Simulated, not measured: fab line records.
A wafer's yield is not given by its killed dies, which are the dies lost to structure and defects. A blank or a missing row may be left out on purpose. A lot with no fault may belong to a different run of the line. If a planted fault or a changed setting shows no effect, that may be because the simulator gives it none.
A lot that was struck, set against a sound lot | flow gf180mcu | 20 steps out of a route of 602
Sound: these wafers, L276.2, L276.3, L276.5. Struck: wafers L282.1, L282.4, L282.5. At the end, the cause is stated.
Order at every step that has rows: each side's tool, ch and its chambers, its first start. Under that, the readings that differ: sound wafers | struck wafers | difference of the means | sigmas: that difference in standard deviations of wafers without a fault.
alike: a reading whose means differ by less than 2 such deviations, as well as words and numbers matching on both sides. not compared: withheld readings; readings where some wafer has no value; bounds like >300 that might hide an equal value; numbers whose values overlap and for which the record gives no deviation.
The two part at a step that has a row with sigmas, a row that says differs or no value, or rows on one side only. Numbers that don't overlap but have no deviation are shown without sigmas and don't part them. A reading that every wafer of one side lacks parts them only if that side has two wafers or more.

first, 2 steps without rows for these wafers: GF_M5_CLEAN_13 (cleans in DIW); GF_V5_CVD_00 (deposits SiO2, target thk 300 nm, time 50 s).
GF_V5_THK_MEAS_01:
  sound on film-metro-01 at day 28 19:05; struck on film-metro-01 at day 30 14:13
  alike: V5_CVD_00_THK
GF_V5_CVD_02: deposits SiO2 from TEOS, target thk 1450 nm, time 163.28 s.
  sound on pecvd-02 ch 1,2, day 28 19:08; struck on pecvd-01 ch 0,2, day 30 14:17
  alike: heater-power-w
GF_V5_THK_MEAS_03:
  sound on film-metro-02 at day 28 19:16; struck on film-metro-01 at day 30 14:23
  alike: V5_CVD_02_THK
GF_V5_CMP_04: polishes SiO2.
  sound on cmp-02 ch 0,2, day 28 19:22; struck on cmp-01 ch 1,3, day 30 14:30
  alike: head-pressure-psi, motor-current-A, retaining-ring-pressure-frac
GF_V5_BOW_MEAS_05:
  sound on film-metro-03 at day 28 19:38; struck on film-metro-02 at day 30 14:45
  alike: V5_BOW
then, 5 steps without rows for these wafers: GF_V5_DEHYDRATE_06 (time 60 s); GF_V5_HMDS_07 (prime time 60 s); GF_V5_COAT_08; GF_V5_COAT_09 (resist thk 1000 nm); GF_V5_SOFTBAKE_10 (time 60 s).
GF_V5_EXPOSE_11: exposes mask Via5, target cd 260 nm.
  sound on krf-scanner-02 ch 0, day 29 05:23; struck on krf-scanner-02 ch 0, day 31 00:13
  reading              | sound             | struck            | difference | sigmas
  exposure-dose-mJ-cm2 | 38.00 38.01 37.97 | 38.40 38.42 38.36 | +0.40      | +12
  alike: mask
then, 2 steps without rows for these wafers: GF_V5_PEB_12 (peb time 90 s); GF_V5_DEVELOP_13 (develop time 60 s).
GF_V5_CD_MEAS_14: target cd 260 nm.
  sound on cd-sem-02 at day 29 14:28; struck on cd-sem-02 at day 31 08:41
  alike: cd-nm
GF_V5_OVL_MEAS_15:
  sound on overlay-02 at day 29 14:34; struck on overlay-02 at day 31 08:49
  alike: V5_OVL
GF_V5_ETCH_16: etches BARC in N2/H2.
  sound on rie-diel-04 ch 0,1,3, day 29 14:36; struck on rie-diel-01 ch 0,1,2, day 31 08:50
  reading             | sound             | struck            | difference | sigmas
  model.V5.cd-nm (nm) | 259.6 258.3 258.9 | 263.1 261.7 261.6 | +3.2       |
  alike: drypump-motor-current-A, oes-product-au, throttle-valve-pct
GF_V5_ETCH_17: etches SiO2 in C4F8/O2/Ar, stops on TiN, target depth 855 nm.
  sound: rie-diel-04 ch 0,1,3; struck: rie-diel-01 ch 0,1,2
  alike: oes-product-au
GF_PASSIVATION_PROBE_99:
  the record holds rows for the sound wafers here (prober-02, day 31 08:33) but none for the struck ones

WHERE THEY PART
Earliest at GF_V5_EXPOSE_11; latest, in this record, at GF_PASSIVATION_PROBE_99.

WHY: what the simulator had put in
Process parameter drift: krf-scanner-02, from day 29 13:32 on, at GF_V5_EXPOSE_11. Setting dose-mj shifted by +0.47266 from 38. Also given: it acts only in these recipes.
